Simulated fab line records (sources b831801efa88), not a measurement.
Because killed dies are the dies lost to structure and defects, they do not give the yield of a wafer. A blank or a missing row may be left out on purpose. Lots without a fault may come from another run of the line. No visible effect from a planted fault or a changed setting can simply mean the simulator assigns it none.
Code-filled problem report in 8D (eight disciplines) form | flow sfq-line | the parts of the form that need people (team, actions taken, sign-off) are left out

1. WHAT IS WRONG
At SFQ_TRILAYER_L0_BARC_OPEN_METAL_ETCH_010, oes-product-au averages 0.793 a.u. over 2 wafers from 2 lots, while fault-free wafers read 0.685 a.u., standard deviation 0.0044. That puts it +25 standard deviations away from the usual mean.
The step: etches BARC in O2, target depth 125 nm, time 41.7 s.
Earliest sighting: wafer L697.2 on rie-metal-01 at day 8 12:56. The record has a number at this step for 40 wafers belonging to 14 lots. Rule for "out", or "out of limits": more than 4 standard deviations from the usual mean. Any other wafer with a number is counted as sound.

2. WHAT IT IS, AND WHAT IT ISN'T
question                    | is                           | is not
which readings at this step | oes-product-au, run-length-s | drypump-motor-current-A
which lots                  | L697, L698                   | L681, L682, L683, L684, L685, L686, L687, L688, L689, L699, L700, L704
which wafers of those lots  | L697.2, L698.1               | L697.5, L698.5
read on which tools         | rie-metal-01                 | rie-metal-02, rie-metal-03
when                        | from day 8 12:56             | up to then (28 sound wafers); but 10 sound wafers of L698, L699, L700, L704 came after

3. WHAT RULES OUT EACH SUSPECT
Counting: any tool at a process step up to the reading remains a suspect provided it ran every lot that is out. Sound lots after the first of them don't rule it out here, since some wafers of a struck lot are sound.
- rie-metal-01 at SFQ_TRILAYER_L0_BARC_OPEN_METAL_ETCH_010 (etches BARC in O2, target depth 125 nm, time 41.7 s): kept. It processed each lot that is out (first: L697, day 8 12:56); up to then, its last sound lot is L689 (day 6 04:18). Its own oes-product-au, run-length-s readings are out on those wafers.
Left after counting: rie-metal-01 at SFQ_TRILAYER_L0_BARC_OPEN_METAL_ETCH_010.

4. THE CAUSE (what the simulator had put in)
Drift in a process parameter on rie-metal-01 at SFQ_TRILAYER_L0_BARC_OPEN_METAL_ETCH_010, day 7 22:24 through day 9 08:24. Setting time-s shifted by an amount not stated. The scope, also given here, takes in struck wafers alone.
This tool alone remained once counting was done.

5. THE CHAIN OF EFFECTS, in route order
One row per reading whose mean, taken over the struck wafers that have a number, lies over 3 standard deviations from the usual. Only readings for which the record gives a usual standard deviation are gone through. hours: the time from each lot's start at the first step in this table that gives one to its start at this step, as a median over the lots. sigmas: the change in usual standard deviations.
hours | step                                     | reading        | usual      | on struck wafers | change | sigmas
0     | SFQ_TRILAYER_L0_BARC_OPEN_METAL_ETCH_010 | oes-product-au | 0.685 a.u. | 0.793            | +0.108 | +25
0     | SFQ_TRILAYER_L0_BARC_OPEN_METAL_ETCH_010 | run-length-s   | 70.0 s     | 62.5             | -7.5   | -22
Here are the process steps it includes:
- SFQ_TRILAYER_L0_BARC_OPEN_METAL_ETCH_010: etches BARC in O2, target depth 125 nm, time 41.7 s.
Later measuring or inspecting steps at which every struck wafer that the step has a row for has a number for every such reading, and none has moved that far: SFQ_I3_OVL_MEAS_923, SFQ_I6_OVL_MEAS_942.

6. WHAT WOULD HAVE CAUGHT IT SOONER
The fault began at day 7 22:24; the first out-of-limits reading in this record came at day 8 12:56, 15 hours later.
